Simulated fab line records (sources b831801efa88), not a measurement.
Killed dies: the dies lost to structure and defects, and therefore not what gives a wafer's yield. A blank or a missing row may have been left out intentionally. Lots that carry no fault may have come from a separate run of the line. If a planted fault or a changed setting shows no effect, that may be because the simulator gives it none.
One fault seen from 2 desks | flow gf180mcu | each desk has only its own numbers; what lay behind them comes last

AT THE TOOL OWNER'S DESK: iline_stepper-02
The tool's own readings at GF_MVPSD_EXPOSE_04 (exposes mask MVPSD, target cd 1000 nm): means of the sampled wafers that have a number, for each lot that ran on this tool. A lot is out of limits, marked OUT, if its mean lies more than 4 standard deviations from the usual mean; the brackets give that distance.
Columns: A = exposure_dose_mJ_cm2 at GF_MVPSD_EXPOSE_04, usual 260.01
lot  | first seen here | A
L216 | day 4 16:50     | 259.75
L217 | day 4 22:14     | 260.30
L219 | day 5 12:07     | 259.86
L220 | day 5 17:00     | 254.73 (-22) OUT
L221 | day 6 01:47     | 254.50 (-23) OUT
L222 | day 6 07:33     | 254.84 (-22) OUT
L228 | day 7 15:40     | 254.88 (-21) OUT
Finding of this desk: L220, L221, L222, L228 out of limits; the first was L220 at day 5 17:00, on exposure_dose_mJ_cm2 at GF_MVPSD_EXPOSE_04. In limits: L216, L217, L219.

AT THE METROLOGY DESK
What the gauges read for every lot (on any tool): the sampled wafers with a number, averaged. A lot is out of limits, marked OUT, if its mean lies more than 4 standard deviations from the usual mean; the brackets give that distance.
Columns: A = STI_OXIDATION_01_THK at GF_STI_THK_MEAS_22, usual 15.10 nm; B = MVSD_OVL at GF_MVSD_OVL_MEAS_07, usual 0.0 nm; C = VT_IMPLANT_01_OVL at GF_VT_IMPLANT_OVL_MEAS_18, usual 0.6 nm
lot  | first seen here | A     | B    | C
L216 | day 2 04:41     | 15.00 | -1.3 | 1.7
L217 | day 2 09:21     | 15.04 | 0.1  | 0.5
L218 | day 2 14:17     | 15.40 | 1.6  | -1.4
L219 | day 2 19:59     | 14.98 | -1.4 | 0.1
L220 | day 3 01:22     | 15.23 | -1.0 | 1.8
L221 | day 3 06:50     | 15.33 | -1.5 | 0.2
L222 | day 3 13:41     | 14.93 | -1.7 | 0.5
L228 | day 4 15:38     | 15.02 | 0.8  | 1.1
L229 | day 4 20:49     | 14.76 | -1.6 | 1.9
L230 | day 5 04:05     | 15.29 | 0.1  | 1.7
L231 | day 5 08:18     | 15.53 | 0.3  | -1.5
L232 | day 5 13:43     | 15.42 | 0.3  | 1.1
L233 | day 5 18:31     | 15.26 | -0.0 | 0.3
L238 | day 6 20:41     | 15.08 | -0.6 | 1.6
This desk's verdict: no lot among the 14 shows anything out of limits.

TAKEN TOGETHER
An alarm could have come from the tool owner's desk at day 5 17:00, on L220, L221, L222, L228.
At the metrology desk, nothing out of limits was observed.
The metrology desk holds a record of L220, L221, L222, L228, inside its limits.
The lots listed all ran GF_MVPSD_EXPOSE_04 on iline_stepper-02.

WHAT THE SIMULATOR PUT IN
Process parameter drift: iline_stepper-02, from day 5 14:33 on, at GF_MVPSD_EXPOSE_04. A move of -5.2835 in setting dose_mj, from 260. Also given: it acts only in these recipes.
Struck lots among those shown: L220, L221, L222, L228.
How many hours passed from the start of the fault until each desk's first out-of-limits reading: the tool owner's desk, 2.
